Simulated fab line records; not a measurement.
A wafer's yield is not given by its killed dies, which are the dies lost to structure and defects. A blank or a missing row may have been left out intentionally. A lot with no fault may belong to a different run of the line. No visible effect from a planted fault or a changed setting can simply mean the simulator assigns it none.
Comparing a struck lot with a sound one -- flow gf180mcu -- 43 steps out of a route of 602
Sound: these wafers, L702.2, L702.3, L702.5. Wafers struck: L713.1, L713.5, L713.6. The cause is named last.
At each step with rows: each side's tool, then ch and its chambers, then its first start. Under that, the readings that differ: sound wafers -- struck wafers -- difference of the means -- sigmas: that difference in standard deviations of wafers without a fault.
alike: words and numbers the same on both sides, and readings whose means are apart by under 2 such deviations; not compared: readings that were withheld, readings missing a value for some wafer, numbers with overlapping values and no deviation given by the record, and bounds like >300 which may hide the same value.
A row with sigmas, a row that says differs or no value, or rows on one side alone: a step with any of these is where the two part. Numbers that don't overlap but have no deviation are shown without sigmas and don't part them. A reading missing from all wafers of one side parts the sides only when that side holds two or more wafers.

first, 6 steps without rows for these wafers: GF_HV_LDD_HMDS_25 (prime time 60 s); GF_HV_LDD_COAT_26 (resist thk 1000 nm); GF_HV_LDD_SOFTBAKE_27 (time 60 s); GF_HV_LDD_EXPOSE_28 (exposes mask Nplus HV AREA, target cd 400 nm); GF_HV_LDD_PEB_29; GF_HV_LDD_DEVELOP_30 (develop time 60 s).
GF_HV_LDD_CD_MEAS_31: target cd 400 nm.
  sound: cd sem-02 at day 11 15:11; struck: cd sem-02 at day 15 01:59
  alike: cd nm
GF_HV_LDD_OVL_MEAS_32:
  sound: overlay-02 at day 11 15:18; struck: overlay-01 at day 15 02:06
  alike: HV_LDD_02_OVL
then, 4 steps without rows for these wafers: GF_HV_LDD_IMPLANT_33; GF_HV_LDD_IMPLANT_34; GF_HV_LDD_IMPLANT_35; GF_HV_LDD_IMPLANT_36.
GF_HV_LDD_STRIP_37: strips in O2/N2.
  sound on plasma asher-04 ch 1, day 11 15:56; struck on plasma asher-03 ch 0,1, day 15 02:44
  alike: drypump motor current A, heater power w, o2 flow sccm, oes product au, strip time to endpoint s
  not compared: rf hours counter h
GF_HV_LDD_TW_MEAS_38:
  sound: film metro-03 at day 11 16:02; struck: film metro-01 at day 15 02:50
reading,sound,struck,difference,sigmas
HV_LDD_3_TW,1456 1458 1463,1423 1422 1427,-35,-2
then, 7 steps without rows for these wafers: GF_HV_LDD_DEHYDRATE_39 (time 60 s); GF_HV_LDD_HMDS_40 (prime time 60 s); GF_HV_LDD_COAT_41 (resist thk 1000 nm); GF_HV_LDD_SOFTBAKE_42 (time 60 s); GF_HV_LDD_EXPOSE_43 (exposes mask Pplus HV AREA, target cd 400 nm); GF_HV_LDD_PEB_44; GF_HV_LDD_DEVELOP_45 (develop time 60 s).
GF_HV_LDD_CD_MEAS_46: target cd 400 nm.
  sound: cd sem-01 at day 12 11:32; struck: cd sem-01 at day 16 00:02
  alike: cd nm
GF_HV_LDD_OVL_MEAS_47:
  sound: overlay-01 at day 12 11:39; struck: overlay-01 at day 16 00:09
  alike: HV_LDD_03_OVL
then, 1 step without rows for these wafers: GF_HV_LDD_IMPLANT_48.
GF_HV_LDD_STRIP_49: strips in O2/N2.
  sound on plasma asher-03 ch 0, day 12 11:50; struck on plasma asher-01 ch 0,1, day 16 00:20
  alike: drypump motor current A, heater power w, o2 flow sccm, oes product au, strip time to endpoint s
  not compared: rf hours counter h
GF_HV_LDD_TW_MEAS_50:
  sound: film metro-01 at day 12 11:56; struck: film metro-01 at day 16 00:26
  alike: HV_LDD_4_TW
then, 1 step without rows for these wafers: GF_HV_LDD_CLEAN_51 (cleans in SC1/SC2, time 150 s).
GF_HV_LDD_RTA_52: time 10 s.
  sound on rtp anneal-02 ch 0, day 12 12:03; struck on rtp anneal-02 ch 0, day 16 00:33
  alike: lamp power pct, wafer_temp_C_max
GF_HV_LDD_RS_MEAS_53: the measuring method here is four-point-probe.
  sound: film metro-03 at day 12 12:08; struck: film metro-03 at day 16 00:37
reading,sound,struck,difference,sigmas
HV_LDD_RS (ohm/sq),421.3 420.9 420.0,418.2 418.2 418.5,-2.4,-2
then, 1 step without rows for these wafers: GF_HV_LDD_CVD_54 (deposits SiO2 from TEOS, target thk 10 nm, time 75 s).
GF_HV_LDD_THK_MEAS_55:
  sound: film metro-01 at day 12 13:16; struck: film metro-01 at day 16 01:46
  alike: HV_LDD_CVD_54_THK
then, 1 step without rows for these wafers: GF_HV_LDD_CVD_56 (deposits Si3N4 from DCS/NH3, target thk 90 nm, time 1543 s).
GF_HV_LDD_THK_MEAS_57:
  sound: film metro-01 at day 12 14:45; struck: film metro-03 at day 16 03:15
  alike: HV_LDD_CVD_56_THK
GF_HV_LDD_ETCHBACK_58: etches Si3N4 in CH3F/O2, stops on SiO2, time 100 s, target depth 90 nm.
  sound on rie diel-01 ch 1,2,3, day 12 14:48; struck on rie diel-01 ch 0,2,3, day 16 03:19
  alike: bias w, ch3f flow sccm, drypump motor current A, oes product au, throttle valve pct
  not compared: rf hours counter h
then, 7 steps without rows for these wafers: GF_NSD_DEHYDRATE_00 (time 60 s); GF_NSD_HMDS_01 (prime time 60 s); GF_NSD_COAT_02 (resist thk 1000 nm); GF_NSD_SOFTBAKE_03 (time 60 s); GF_NSD_EXPOSE_04 (exposes mask Nplus, target cd 400 nm); GF_NSD_PEB_05; GF_NSD_DEVELOP_06 (develop time 60 s).
GF_NSD_CD_MEAS_07: target cd 400 nm.
  sound: cd sem-01 at day 13 10:13; struck: cd sem-02 at day 17 01:19
  alike: cd nm
-- the record jumps here: 15 days lie between the struck wafers' starts before and after (it left off in module NSD and takes up again in module PASSIVATION, whose first step shown is number 602 of the route) --
GF_PASSIVATION_PROBE_99:
  only the struck wafers here have rows in the record (prober-02, day 32 01:32); the sound ones have none

WHERE THEY PART
First at GF_HV_LDD_TW_MEAS_38; last, within this record, at GF_PASSIVATION_PROBE_99.

WHY: what the simulator had put in
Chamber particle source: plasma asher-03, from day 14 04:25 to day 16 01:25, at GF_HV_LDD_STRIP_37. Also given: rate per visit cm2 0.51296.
